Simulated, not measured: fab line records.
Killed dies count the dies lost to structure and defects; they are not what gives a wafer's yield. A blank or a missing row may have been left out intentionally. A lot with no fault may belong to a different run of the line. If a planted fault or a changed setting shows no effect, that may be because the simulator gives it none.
Chamber matching	flow sky130	4 sister chambers for SKY_LI_CONTACT_ETCH_15 on rie-diel-02
The step etches PSG in C4F8/O2/Ar, stops on Si, target depth 600 nm. 8 wafers are shown with their chamber, then 8 later ones without.

EACH WAFER AND ITS CHAMBER
wafer	chamber	oes-product-au (a.u.)
L079.6	3	0.839
L080.1	3	0.841
L089.5	2	0.835
L089.6	1	0.836
L093.1	0	0.833
L093.4	2	0.838
L093.6	1	0.836
L095.1	0	0.838

WAFERS WITHOUT THEIR CHAMBER
wafer	oes-product-au (a.u.)
L095.3	0.835
L095.6	0.834
L096.1	0.833
L096.2	0.841
L096.5	0.831
L097.3	0.834
L097.5	0.837
L097.6	0.836

WHICH CHAMBER EACH ONE RAN IN
wafer	from the rows above	in truth
L095.3	can't be placed: 0 or 1 or 2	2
L095.6	can't be placed: 0 or 1 or 2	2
L096.1	can't be placed: 0 or 1 or 2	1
L096.2	can't be placed: 3 or 2 or 1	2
L096.5	can't be placed: 0 or 1 or 2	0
L097.3	can't be placed: 0 or 1 or 2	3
L097.5	can't be placed: 2 or 1 or 0 or 3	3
L097.6	can't be placed: 1 or 0 or 2 or 3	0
Correctly placed: 0 of 8. These rows do not allow placing 8 (true chamber among the candidates in 7). Number placed wrongly: 0.
How it was worked out, from the rows above alone: a wafer's distance from a chamber is the root of the sum, over the readings, of the square of ((its reading less the chamber's mean) divided by the reading's scatter). If the next closest chamber is less than 2 further off than the closest, the wafer can't be placed; otherwise it belongs to the closest. A chamber's mean is the mean of its shown wafers. How the scatter is found: for the shown wafers, subtract from each reading the mean of its chamber, square and add these, divide the total by (wafers less chambers), then take the root.
